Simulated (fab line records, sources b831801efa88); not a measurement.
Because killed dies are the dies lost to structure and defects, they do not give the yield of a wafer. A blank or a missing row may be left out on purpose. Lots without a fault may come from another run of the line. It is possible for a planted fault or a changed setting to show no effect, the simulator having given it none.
What tool caused it? || flow gf180mcu || 11 lots with 33 wafers sampled at 6 steps, on a route of 602 steps

WHAT THE GAUGES READ, wafer by wafer
GF_NSD_TW_MEAS_12.
{"lot": "L719", "measured": "day 13 08:48", "on": "film_metro-03", "NSD_TW": "4285 4282 4275"}
{"lot": "L720", "measured": "day 13 14:56", "on": "film_metro-02", "NSD_TW": "4264 4277 4243"}
{"lot": "L723", "measured": "day 15 00:42", "on": "film_metro-04", "NSD_TW": "4191 4215 4206"}
{"lot": "L726", "measured": "day 15 19:01", "on": "film_metro-03", "NSD_TW": "4228 4228 4222"}
{"lot": "L728", "measured": "day 16 19:33", "on": "film_metro-03", "NSD_TW": "4258 4255 4258"}
{"lot": "L731", "measured": "day 17 18:05", "on": "film_metro-03", "NSD_TW": "4230 4217 4245"}
{"lot": "L734", "measured": "day 18 16:50", "on": "film_metro-04", "NSD_TW": "4404 4403 4416"}
{"lot": "L735", "measured": "day 18 22:37", "on": "film_metro-04", "NSD_TW": "4163 4161 4157"}
{"lot": "L737", "measured": "day 19 14:20", "on": "film_metro-04", "NSD_TW": "4421 4461 4411"}
{"lot": "L738", "measured": "day 19 21:59", "on": "film_metro-02", "NSD_TW": "4250 4262 4257"}
{"lot": "L742", "measured": "day 21 08:18", "on": "film_metro-02", "NSD_TW": "4241 4251 4236"}

GF_PSD_RS_MEAS_14: a four-point-probe measurement.
{"lot": "L719", "measured": "day 14 05:23", "on": "film_metro-02", "NSD_RS (ohm/sq)": "46.18 46.16 46.11"}
{"lot": "L720", "measured": "day 14 11:49", "on": "film_metro-04", "NSD_RS (ohm/sq)": "46.19 46.18 46.22"}
{"lot": "L723", "measured": "day 15 22:44", "on": "film_metro-03", "NSD_RS (ohm/sq)": "46.07 45.94 45.96"}
{"lot": "L726", "measured": "day 16 17:37", "on": "film_metro-03", "NSD_RS (ohm/sq)": "46.11 45.99 46.21"}
{"lot": "L728", "measured": "day 17 19:14", "on": "film_metro-02", "NSD_RS (ohm/sq)": "46.03 46.06 46.07"}
{"lot": "L731", "measured": "day 18 18:01", "on": "film_metro-04", "NSD_RS (ohm/sq)": "46.31 46.24 46.20"}
{"lot": "L734", "measured": "day 19 17:52", "on": "film_metro-03", "NSD_RS (ohm/sq)": "41.43 41.60 41.58"}
{"lot": "L735", "measured": "day 19 23:32", "on": "film_metro-02", "NSD_RS (ohm/sq)": "46.12 46.07 46.13"}
{"lot": "L737", "measured": "day 20 14:56", "on": "film_metro-02", "NSD_RS (ohm/sq)": "41.64 41.69 41.62"}
{"lot": "L738", "measured": "day 20 22:32", "on": "film_metro-04", "NSD_RS (ohm/sq)": "46.23 45.98 46.20"}
{"lot": "L742", "measured": "day 22 08:17", "on": "film_metro-03", "NSD_RS (ohm/sq)": "46.01 46.04 46.01"}

GF_PSD_RS_MEAS_15: a four-point-probe measurement.
{"lot": "L719", "measured": "day 14 05:31", "on": "film_metro-02", "PSD_RS (ohm/sq)": "108.87 108.58 108.94"}
{"lot": "L720", "measured": "day 14 11:56", "on": "film_metro-04", "PSD_RS (ohm/sq)": "109.19 109.09 109.01"}
{"lot": "L723", "measured": "day 15 22:51", "on": "film_metro-03", "PSD_RS (ohm/sq)": "108.47 107.81 108.46"}
{"lot": "L726", "measured": "day 16 17:44", "on": "film_metro-03", "PSD_RS (ohm/sq)": "108.25 108.01 108.14"}
{"lot": "L728", "measured": "day 17 19:22", "on": "film_metro-02", "PSD_RS (ohm/sq)": "108.06 108.46 108.24"}
{"lot": "L731", "measured": "day 18 18:08", "on": "film_metro-04", "PSD_RS (ohm/sq)": "109.23 109.03 108.71"}
{"lot": "L734", "measured": "day 19 17:59", "on": "film_metro-03", "PSD_RS (ohm/sq)": "108.13 108.66 108.37"}
{"lot": "L735", "measured": "day 19 23:39", "on": "film_metro-02", "PSD_RS (ohm/sq)": "108.65 108.68 108.50"}
{"lot": "L737", "measured": "day 20 15:03", "on": "film_metro-02", "PSD_RS (ohm/sq)": "108.16 108.30 108.24"}
{"lot": "L738", "measured": "day 20 22:40", "on": "film_metro-04", "PSD_RS (ohm/sq)": "108.42 108.39 108.73"}
{"lot": "L742", "measured": "day 22 08:25", "on": "film_metro-03", "PSD_RS (ohm/sq)": "107.97 108.13 107.97"}

GF_V1_BOW_MEAS_05.
{"lot": "L719", "measured": "day 17 02:29", "on": "film_metro-03", "V1_BOW (um)": "88 82 99"}
{"lot": "L720", "measured": "day 17 10:58", "on": "film_metro-04", "V1_BOW (um)": "86 90 75"}
{"lot": "L723", "measured": "day 19 01:03", "on": "film_metro-03", "V1_BOW (um)": "89 86 89"}
{"lot": "L726", "measured": "day 19 22:09", "on": "film_metro-01", "V1_BOW (um)": "81 92 93"}
{"lot": "L728", "measured": "day 21 00:35", "on": "film_metro-04", "V1_BOW (um)": "84 75 74"}
{"lot": "L731", "measured": "day 22 00:55", "on": "film_metro-04", "V1_BOW (um)": "77 78 76"}
{"lot": "L734", "measured": "day 22 22:47", "on": "film_metro-03", "V1_BOW (um)": "85 88 85"}
{"lot": "L735", "measured": "day 23 02:59", "on": "film_metro-03", "V1_BOW (um)": "77 81 79"}
{"lot": "L737", "measured": "day 23 18:07", "on": "film_metro-01", "V1_BOW (um)": "82 95 102"}
{"lot": "L738", "measured": "day 24 00:07", "on": "film_metro-03", "V1_BOW (um)": "89 88 88"}
{"lot": "L742", "measured": "day 25 08:11", "on": "film_metro-04", "V1_BOW (um)": "86 65 95"}

WHICH TOOL RAN EACH LOT (tool, then ch and the chambers of the sampled wafers, then the start)
{"lot": "L719", "GF_NSD_IMPLANT_09": "implanter-02 ch 0, day 13 08:24", "GF_NSD_STRIP_11": "plasma_asher-01 ch 0,1, day 13 08:42"}
{"lot": "L720", "GF_NSD_IMPLANT_09": "implanter-02 ch 0, day 13 14:32", "GF_NSD_STRIP_11": "plasma_asher-01 ch 0,1, day 13 14:50"}
{"lot": "L723", "GF_NSD_IMPLANT_09": "implanter-02 ch 0, day 15 00:20", "GF_NSD_STRIP_11": "plasma_asher-01 ch 0,1, day 15 00:36"}
{"lot": "L726", "GF_NSD_IMPLANT_09": "implanter-02 ch 0, day 15 18:37", "GF_NSD_STRIP_11": "plasma_asher-02 ch 0,1, day 15 18:54"}
{"lot": "L728", "GF_NSD_IMPLANT_09": "implanter-01 ch 0, day 16 19:09", "GF_NSD_STRIP_11": "plasma_asher-02 ch 0, day 16 19:27"}
{"lot": "L731", "GF_NSD_IMPLANT_09": "implanter-03 ch 0, day 17 17:41", "GF_NSD_STRIP_11": "plasma_asher-01 ch 0,1, day 17 17:59"}
{"lot": "L734", "GF_NSD_IMPLANT_09": "implanter-02 ch 0, day 18 16:26", "GF_NSD_STRIP_11": "plasma_asher-01 ch 0,1, day 18 16:44"}
{"lot": "L735", "GF_NSD_IMPLANT_09": "implanter-03 ch 0, day 18 22:13", "GF_NSD_STRIP_11": "plasma_asher-02 ch 0,1, day 18 22:30"}
{"lot": "L737", "GF_NSD_IMPLANT_09": "implanter-02 ch 0, day 19 13:58", "GF_NSD_STRIP_11": "plasma_asher-02 ch 0,1, day 19 14:15"}
{"lot": "L738", "GF_NSD_IMPLANT_09": "implanter-01 ch 0, day 19 21:35", "GF_NSD_STRIP_11": "plasma_asher-02 ch 0,1, day 19 21:52"}
{"lot": "L742", "GF_NSD_IMPLANT_09": "implanter-01 ch 0, day 21 07:54", "GF_NSD_STRIP_11": "plasma_asher-01 ch 0, day 21 08:12"}
- GF_NSD_IMPLANT_09
- GF_NSD_STRIP_11: strips in O2/N2.

AS READ BY THE TOOLS THEMSELVES (means over the sampled wafers that have a number; for cases with no such wafer, the mark the record gives instead)
GF_NSD_IMPLANT_09.
{"lot": "L719", "tool": "implanter-02", "beam_energy_keV": 59.988}
{"lot": "L720", "tool": "implanter-02", "beam_energy_keV": 59.981}
{"lot": "L723", "tool": "implanter-02", "beam_energy_keV": 59.995}
{"lot": "L726", "tool": "implanter-02", "beam_energy_keV": 60.014}
{"lot": "L728", "tool": "implanter-01", "beam_energy_keV": 59.995}
{"lot": "L731", "tool": "implanter-03", "beam_energy_keV": 59.997}
{"lot": "L734", "tool": "implanter-02", "beam_energy_keV": 78.163}
{"lot": "L735", "tool": "implanter-03", "beam_energy_keV": 59.995}
{"lot": "L737", "tool": "implanter-02", "beam_energy_keV": 78.170}
{"lot": "L738", "tool": "implanter-01", "beam_energy_keV": 59.998}
{"lot": "L742", "tool": "implanter-01", "beam_energy_keV": 59.996}

GF_NSD_STRIP_11.
{"lot": "L719", "tool": "plasma_asher-01", "drypump_motor_current_A (A)": 5.7, "heater_power_w (W)": 299, "oes_product_au (a.u.)": 0.485, "strip_time_to_endpoint_s (s)": 22.97}
{"lot": "L720", "tool": "plasma_asher-01", "drypump_motor_current_A (A)": 5.4, "heater_power_w (W)": 285, "oes_product_au (a.u.)": 0.485, "strip_time_to_endpoint_s (s)": 22.98}
{"lot": "L723", "tool": "plasma_asher-01", "drypump_motor_current_A (A)": 5.7, "heater_power_w (W)": 299, "oes_product_au (a.u.)": 0.485, "strip_time_to_endpoint_s (s)": 22.99}
{"lot": "L726", "tool": "plasma_asher-02", "drypump_motor_current_A (A)": 5.3, "heater_power_w (W)": 365, "oes_product_au (a.u.)": 0.488, "strip_time_to_endpoint_s (s)": 22.99}
{"lot": "L728", "tool": "plasma_asher-02", "drypump_motor_current_A (A)": 5.6, "heater_power_w (W)": 364, "oes_product_au (a.u.)": 0.485, "strip_time_to_endpoint_s (s)": 22.92}
{"lot": "L731", "tool": "plasma_asher-01", "drypump_motor_current_A (A)": 5.7, "heater_power_w (W)": 302, "oes_product_au (a.u.)": 0.485, "strip_time_to_endpoint_s (s)": 22.93}
{"lot": "L734", "tool": "plasma_asher-01", "drypump_motor_current_A (A)": 5.7, "heater_power_w (W)": 297, "oes_product_au (a.u.)": 0.464, "strip_time_to_endpoint_s (s)": 25.56}
{"lot": "L735", "tool": "plasma_asher-02", "drypump_motor_current_A (A)": 5.3, "heater_power_w (W)": 366, "oes_product_au (a.u.)": 0.483, "strip_time_to_endpoint_s (s)": 22.95}
{"lot": "L737", "tool": "plasma_asher-02", "drypump_motor_current_A (A)": 5.5, "heater_power_w (W)": 364, "oes_product_au (a.u.)": 0.459, "strip_time_to_endpoint_s (s)": 25.47}
{"lot": "L738", "tool": "plasma_asher-02", "drypump_motor_current_A (A)": 5.3, "heater_power_w (W)": 364, "oes_product_au (a.u.)": 0.485, "strip_time_to_endpoint_s (s)": 23.00}
{"lot": "L742", "tool": "plasma_asher-01", "drypump_motor_current_A (A)": 5.0, "heater_power_w (W)": 274, "oes_product_au (a.u.)": 0.484, "strip_time_to_endpoint_s (s)": 22.94}

THE ANSWER, worked out from the rows above alone
Rule: the usual values come from the lots themselves. The widest of any qualifying gaps counts: lots, ordered by their means at a reading, are off when they make up no more than a third of the lots, leave a main group of 4 or more, and stand apart from it by 3 or more times the standard deviation of that group's means. A main group whose means are all the same, to the digits that the tables above print for the reading, isn't used. A lot without any number at a reading at which 4 lots or more have one is off too. All remaining lots with rows at the step are treated as sound. The gauges are gone through in route order, then the tools' own readings, and for those a lot's mean is taken as printed above. The first step at which some lot is off is used, and at that step the reading that is off furthest; a lot without a number counts as furthest.
Off: L734, L737, at GF_NSD_TW_MEAS_12 (NSD_TW). For the main group the mean is 4235 and the standard deviation 34.
A tool fits if, at a process step before that reading, it ran every lot that is off, and no sound lot after the first of them. The gauges at GF_NSD_TW_MEAS_12 aren't tried: what is off there is off at GF_PSD_RS_MEAS_14 too, on other tools, and a gauge's error can't cause that. One fits: implanter-02 at GF_NSD_IMPLANT_09. A fault onset in the window from L726 (day 15 18:37, its last sound lot) to L734 (day 18 16:26, its first lot off) fits.
On the lots that are off, the tool's own readings at GF_NSD_IMPLANT_09 differ by more than 5 times the standard deviation of the sound lots' means, which bears it out; beam_energy_keV reads 78.166 there versus 59.995 on the sound lots.

WHAT THE SIMULATOR PUT IN
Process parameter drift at GF_NSD_IMPLANT_09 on implanter-02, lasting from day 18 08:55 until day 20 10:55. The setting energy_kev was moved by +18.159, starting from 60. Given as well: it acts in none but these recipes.
Struck lots among those shown: L734, L737. Same finding as the rule above.
